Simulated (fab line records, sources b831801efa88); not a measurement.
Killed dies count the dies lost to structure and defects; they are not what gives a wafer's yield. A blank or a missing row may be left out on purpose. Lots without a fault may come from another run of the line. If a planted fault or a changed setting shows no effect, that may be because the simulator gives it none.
fab line records | flow sfq_line
record: lots: 15 wafers: 42 last_day: 83
route steps=325 shown I4@164
lots that met no fault: taken from a fault-free run of the same line
start_h: start of the lot's first displayed wafer, in hours after the record's first day | wait_h: how many hours have passed since the lot's step before this one | " same as the row above | L1.1+2: a single row standing in for several wafers | - no value, or no start given | * or withheld: withheld | < > ~ a bound
route shown NAME@n: a module of which the file shows steps, and the number in the route of the first | usual: mean/standard deviation taken from wafers without a fault | same: alike in all rows | chamber/n: place in a boat | sites: per-site readings | _std_site: the values' standard deviation | _edge_site: inner sites' mean taken away from outer sites' mean | radius_mm: for every site, how far away it sits from the centre of the wafer | mask NAME#n: copy n | behind: the most recent tool/chamber to have shaped the wafer | hold: the reason the lot was held/the length of the hold in hours/how it ended | device: the n, p or np transistor that did not switch | end of line: tests run on the same wafers once the route is complete | a step given without rows: its recipe and nothing more | killed: count of dies lost to structure and defects at first sort (not the wafer's yield) | map: per-die view of a wafer (x killed, . not killed, _ where there is no die)
set.NAME: the setting that was run; set.NAME@STEP: the one run at that earlier step | model.NAME: the simulator's own value behind a step, which no gauge read
route steps across a sampled set of lots; one table per step, one row per wafer
services: a tool's chamber out of use, with start hour (start_h, from the record's first day; less than 0 if before it), hours out, and reason
== steps ==
step: SFQ_TRILAYER_I4_CMP_CMP_100
recipe: material: SiO2 down_force_psi: 3 platen_rpm: 60 pad_velocity_m_s: 0.94248
usual: motor_current_A: 9.5/0.87 retaining_ring_pressure_frac: 1.000/0.0049 time_to_endpoint_s: 214/9
columns lot.wafer tool chamber start_h wait_h motor_current_A retaining_ring_pressure_frac time_to_endpoint_s
L805.4 cmp-02 1 1120.61 0.5 10.1 0.990 227
L805.1 " 2 " " 8.2 1.001 219
L805.6 " 1 1122.61 2.5 9.8 0.998 228
L806.1 cmp-02 2 1158.61 0.5 8.4 1.001 202
L806.5 " 1 1160.11 2.0 9.9 1.001 208
L806.6 " 2 " " 8.3 1.009 211
L808.3 cmp-01 1 1162.12 0.0 8.9 0.996 206
L808.5 " 1 1164.12 2.0 8.6 1.003 203
L808.6 " 2 " " 9.6 0.996 202
L812.1 cmp-01 2 1230.85 1.5 9.6 0.996 202
L812.5 " 0 1231.85 2.5 9.3 0.995 207
L813.5 cmp-01 1 1244.40 4.2 9.0 0.998 199
L813.6 " 2 " " 9.6 1.006 200
L814.1 cmp-01 2 1246.90 3.2 9.8 0.987 197
L814.6 " 3 " " 10.4 0.997 226
L818.2 cmp-02 3 1280.02 6.5 9.3 1.012 203
L818.1 " 1 1281.02 7.5 9.9 1.004 220
L818.5 " 3 1282.02 8.5 9.3 1.000 212
L820.2 cmp-02 0 1301.02 9.5 8.9 1.002 218
L820.3 " 2 1302.02 10.5 8.5 1.003 211
L820.1 " 3 " " 10.3 0.997 206
L821.2 cmp-01 3 1312.92 9.4 11.6 0.992 220
L821.1 " 1 1313.92 10.4 8.1 0.999 195
L821.5 " 3 1314.92 11.3 11.7 0.997 221
L822.2 cmp-02 2 1313.02 8.3 8.5 1.002 210
L822.1 " 3 " " 9.3 0.995 202
L822.5 " 2 1315.02 10.3 8.5 1.001 213
L823.1 cmp-01 2 1361.92 28.4 9.5 1.009 209
L823.6 " 3 " " 11.1 0.998 226
L823.5 " 0 " " 9.6 1.002 216
L824.4 cmp-01 1 1382.20 27.0 8.6 0.998 215
L824.1 " 0 1383.70 28.6 9.6 1.003 205
L824.6 " 2 1384.70 29.5 10.1 1.008 199
L825.1 cmp-01 3 1388.20 29.5 10.2 1.000 220
L825.3 " 2 1389.70 31.0 9.8 0.996 209
L825.5 " 0 1390.70 31.9 9.4 1.003 219
L826.4 cmp-02 2 1391.89 30.7 8.5 0.996 222
L826.3 " 3 " " 9.5 0.999 205
L826.5 " 2 1393.89 32.7 8.1 1.001 221
L828.3 cmp-01 0 1400.20 34.7 9.5 0.996 202
L828.1 " 1 " " 8.8 1.004 204
L828.5 " 1 1402.70 37.1 9.2 1.004 197
step: SFQ_TRILAYER_I4_METRO_MEASURE_101
usual: thk_nm: 199.8/1.2
columns lot.wafer tool chamber start_h wait_h thk_nm
L805.1 film_metro-03 - 1123.23 0.1 200.3
L805.4 " - " " 201.0
L805.6 " - " " 200.9
L806.1 film_metro-04 - 1161.23 0.1 198.4
L806.5 " - " " 200.0
L806.6 " - " " 198.7
L808.3 film_metro-04 - 1165.64 0.5 199.7
L808.5 " - " " 199.5
L808.6 " - " " 199.5
L812.1 film_metro-01 - 1232.47 0.1 222.0
L812.5 " - " " 221.3
L813.5 film_metro-03 - 1246.32 0.8 219.3
L813.6 " - " " 200.5
L814.1 film_metro-03 - 1248.52 0.1 219.8
L814.6 " - 1249.52 1.0 201.9
L818.1 film_metro-04 - 1283.14 0.1 200.7
L818.2 " - " " 197.6
L818.5 " - " " 199.0
L820.1 film_metro-03 - 1304.14 0.1 195.3
L820.2 " - " " 199.5
L820.3 " - " " 198.2
L821.1 film_metro-04 - 1315.54 0.1 199.7
L821.2 " - " " 202.0
L821.5 " - " " 201.2
L822.1 film_metro-03 - 1316.14 0.1 197.7
L822.2 " - " " 199.4
L822.5 " - " " 199.2
L823.1 film_metro-03 - 1363.54 0.1 198.3
L823.5 " - " " 199.6
L823.6 " - " " 199.1
L824.1 film_metro-03 - 1385.32 0.1 198.8
L824.4 " - " " 199.3
L824.6 " - " " 198.7
L825.1 film_metro-01 - 1391.32 0.1 200.6
L825.3 " - " " 198.2
L825.5 " - " " 198.2
L826.3 film_metro-04 - 1394.91 0.5 198.8
L826.4 " - " " 199.7
L826.5 " - " " 199.7
L828.1 film_metro-04 - 1403.32 0.1 198.6
L828.3 " - " " 199.4
L828.5 " - " " 199.2
step: SFQ_TRILAYER_I4_VIA_ETCH_VIA_ETCH_106
recipe: target: SiO2 stop_on: Nb mask_material: PR taper_deg: 20 chemistry: CHF3 target_depth_nm: 260 source_w: 500 bias_w: 80 pressure_mtorr: 30 time_s: withheld
usual: drypump_motor_current_A: 5.7/0.53 oes_product_au: 0.854/0.0052
columns lot.wafer tool chamber start_h wait_h drypump_motor_current_A oes_product_au
L805.1 rie_diel-04 2 1156.96 0.0 6.1 0.861
L805.4 " 1 " " 6.0 0.863
L805.6 " 3 " " 5.6 0.856
L806.1 rie_diel-03 0 1164.75 0.0 5.3 0.860
L806.5 " 0 " " 5.3 0.859
L806.6 " 1 " " 6.8 0.856
L808.3 rie_diel-04 0 1168.77 0.0 5.1 0.854
L808.5 " 2 " " 6.1 0.858
L808.6 " 3 " " 5.6 0.850
L812.1 rie_diel-02 2 1236.60 0.0 5.0 0.912
L812.5 " 1 " " 5.1 0.904
L813.5 rie_diel-03 2 1349.43 0.1 5.7 0.893
L813.6 " 3 " " 5.3 0.860
L814.1 rie_diel-03 1 1352.97 0.0 6.7 0.903
L814.6 " 2 " " 5.7 0.862
L818.1 rie_diel-03 3 1388.66 0.0 5.2 0.856
L818.2 " 0 " " 5.3 0.851
L818.5 " 3 " " 5.2 0.852
L820.1 rie_diel-04 0 1398.26 0.0 5.2 0.844
L820.2 " 3 " " 5.6 0.857
L820.3 " 1 " " 6.0 0.851
L821.1 rie_diel-03 0 1405.64 0.0 5.3 0.857
L821.2 " 1 " " 6.8 0.855
L821.5 " 1 " " 6.7 0.855
L822.1 rie_diel-04 2 1406.66 0.0 6.1 0.844
L822.2 " 1 " " 6.0 0.850
L822.5 " 1 " " 6.0 0.851
L823.1 rie_diel-03 3 1441.15 0.0 5.3 0.852
L823.5 " 1 " " 6.8 0.849
L823.6 " 3 " " 5.3 0.854
L824.1 rie_diel-03 3 1473.55 0.0 5.2 0.852
L824.4 " 1 " " 6.7 0.855
L824.6 " 2 " " 5.7 0.849
L825.1 rie_diel-02 1 1481.95 0.0 5.1 0.856
L825.3 " 3 " " 6.0 0.853
L825.5 " 0 " " 5.7 0.856
L826.3 rie_diel-02 0 1487.95 0.0 5.7 0.846
L826.4 " 3 " " 6.0 0.845
L826.5 " 1 " " 5.1 0.852
L828.1 rie_diel-03 1 1502.32 0.0 6.8 0.851
L828.3 " 3 " " 5.2 0.853
L828.5 " 3 " " 5.2 0.850
== services ==
columns tool chamber start_h hours kind
film_metro-03 - 1103.40 0.4 pm
film_metro-04 - 1130.43 0.7 pm
cmp-02 - 1172.41 0.5 repair
cmp-01 - 1185.82 1.2 repair
rie_diel-03 - 1207.90 0.5 repair
film_metro-03 - 1212.81 0.8 pm
film_metro-03 - 1213.65 4.8 pm
film_metro-04 - 1215.42 0.7 pm
cmp-02 - 1247.41 0.8 repair
cmp-01 - 1260.42 4.0 pm
film_metro-04 - 1262.89 0.6 pm
cmp-02 - 1266.13 1.9 repair
cmp-02 - 1271.10 0.8 repair
cmp-01 - 1288.96 1.9 repair
rie_diel-03 2 1293.42 1.2 repair
cmp-01 - 1300.49 0.3 repair
film_metro-04 - 1325.62 0.6 pm
film_metro-03 - 1348.40 0.9 pm
rie_diel-03 0 1362.13 3.8 repair
cmp-01 - 1372.42 3.8 pm
rie_diel-03 3 1391.05 6.5 repair
rie_diel-03 - 1453.16 0.4 repair
film_metro-03 - 1457.94 1.0 pm
film_metro-03 - 1458.90 0.7 pm
== key ==
first_sign: step: SFQ_TRILAYER_I4_METRO_MEASURE_101 reading: thk_nm direction: up sigmas: 17 usual: 199.8 struck: 220.6
effect: step: SFQ_TRILAYER_I4_VIA_ETCH_VIA_ETCH_106 reading: oes_product_au direction: up sigmas: 9.3 usual: 0.854 struck: 0.903
met_at SFQ_TRILAYER_I4_CMP_CMP_100
struck_lots L812,L813,L814
struck_wafers L812.1,L812.5,L813.5,L814.1
onset_between 1162.12 1230.85
fault: kind: process_parameter_drift tool: cmp-01 chamber: - onset_h: 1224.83 steps: SFQ_TRILAYER_I4_CMP_CMP_100 channel: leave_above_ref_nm offset: 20 shape: step end_h: 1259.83 scope: struck_wafers_only acts_in: these_recipes_only stated: 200
